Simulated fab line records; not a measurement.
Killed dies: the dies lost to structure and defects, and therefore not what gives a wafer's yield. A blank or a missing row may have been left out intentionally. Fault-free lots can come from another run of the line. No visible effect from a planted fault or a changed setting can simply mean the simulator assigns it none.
2 desks, one fault || flow sfq line || only its own numbers are on each desk; what lay behind them is given at the end

## THE METROLOGY DESK
What the gauges read, lot by lot, whatever tool the lot ran on: means of the sampled wafers that have a number. The brackets show how far a lot's mean lies from the usual mean; more than 4 standard deviations puts the lot out of limits, marked OUT.
Columns: A = M6_NB_RS at SFQ_M6_RS_MEAS_938, usual 0.891 ohm/sq; B = M6_OVL at SFQ_M6_OVL_MEAS_940, usual -1 nm
{"lot": "L604", "first seen here": "day 68 22:34", "A": 0.888, "B": 0}
{"lot": "L605", "first seen here": "day 69 11:37", "A": 0.899, "B": -5}
{"lot": "L606", "first seen here": "day 71 20:53", "A": 0.891, "B": -3}
{"lot": "L607", "first seen here": "day 72 06:56", "A": 0.891, "B": 1}
{"lot": "L608", "first seen here": "day 72 08:11", "A": 0.891, "B": -2}
{"lot": "L609", "first seen here": "day 72 10:32", "A": 0.889, "B": 0}
{"lot": "L610", "first seen here": "day 72 14:08", "A": 0.902, "B": -1}
{"lot": "L615", "first seen here": "day 76 07:24", "A": "1.131 (+32) OUT", "B": -6}
{"lot": "L616", "first seen here": "day 77 17:07", "A": 0.885, "B": -2}
{"lot": "L620", "first seen here": "day 79 00:52", "A": 0.895, "B": -0}
{"lot": "L621", "first seen here": "day 80 10:49", "A": 0.885, "B": -8}
{"lot": "L623", "first seen here": "day 81 02:38", "A": 0.882, "B": -5}
{"lot": "L626", "first seen here": "day 85 22:05", "A": 0.891, "B": -3}
This desk finds L615 out of limits, with the earliest case on L615 at day 76 07:24 (M6_NB_RS at SFQ_M6_RS_MEAS_938). L604, L605, L606, L607, L608, L609, L610, L616, L620, L621, L623, L626: within limits.

## TOOL OWNER'S DESK, pvd sputter-04
The tool's own readings at SFQ_TRILAYER_M6_DEP_SPUTTER_157 (material Nb, target thk 200 nm, time 133.3 s): means of the sampled wafers that have a number, for each lot that ran on this tool. The brackets show how far a lot's mean lies from the usual mean; more than 4 standard deviations puts the lot out of limits, marked OUT.
Columns: A = base pressure pa at SFQ_TRILAYER_M6_DEP_SPUTTER_157, usual 1.32e-06 Pa; B = throttle valve pct at SFQ_TRILAYER_M6_DEP_SPUTTER_157, usual 30.2 %
{"lot": "L604", "first seen here": "day 68 22:29", "A": 1.38e-06, "B": 30.2}
{"lot": "L605", "first seen here": "day 69 11:31", "A": 1.33e-06, "B": 28.8}
{"lot": "L609", "first seen here": "day 72 10:27", "A": 1.34e-06, "B": 30.1}
{"lot": "L615", "first seen here": "day 76 07:16", "A": 1.27e-06, "B": 30.0}
{"lot": "L623", "first seen here": "day 81 02:32", "A": 1.24e-06, "B": 29.0}
{"lot": "L626", "first seen here": "day 85 22:00", "A": 1.26e-06, "B": 29.8}
Result from this desk: across the 6 lots, nothing is out of limits.

## PUT TOGETHER
The metrology desk could have raised an alarm at day 76 07:24, on L615.
Nothing out of limits was seen by the tool owner's desk.
The tool owner's desk has L615 on record, within its limits.
SFQ_TRILAYER_M6_DEP_SPUTTER_157 was run on pvd sputter-04 by each of the lots named.

## WHAT WAS PUT IN BY THE SIMULATOR
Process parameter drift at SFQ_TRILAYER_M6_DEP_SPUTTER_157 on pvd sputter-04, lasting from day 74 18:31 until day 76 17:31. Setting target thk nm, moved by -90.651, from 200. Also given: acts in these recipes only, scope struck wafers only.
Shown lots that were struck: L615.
Hours from the fault's start to each desk's first reading out of limits: the metrology desk, 37.
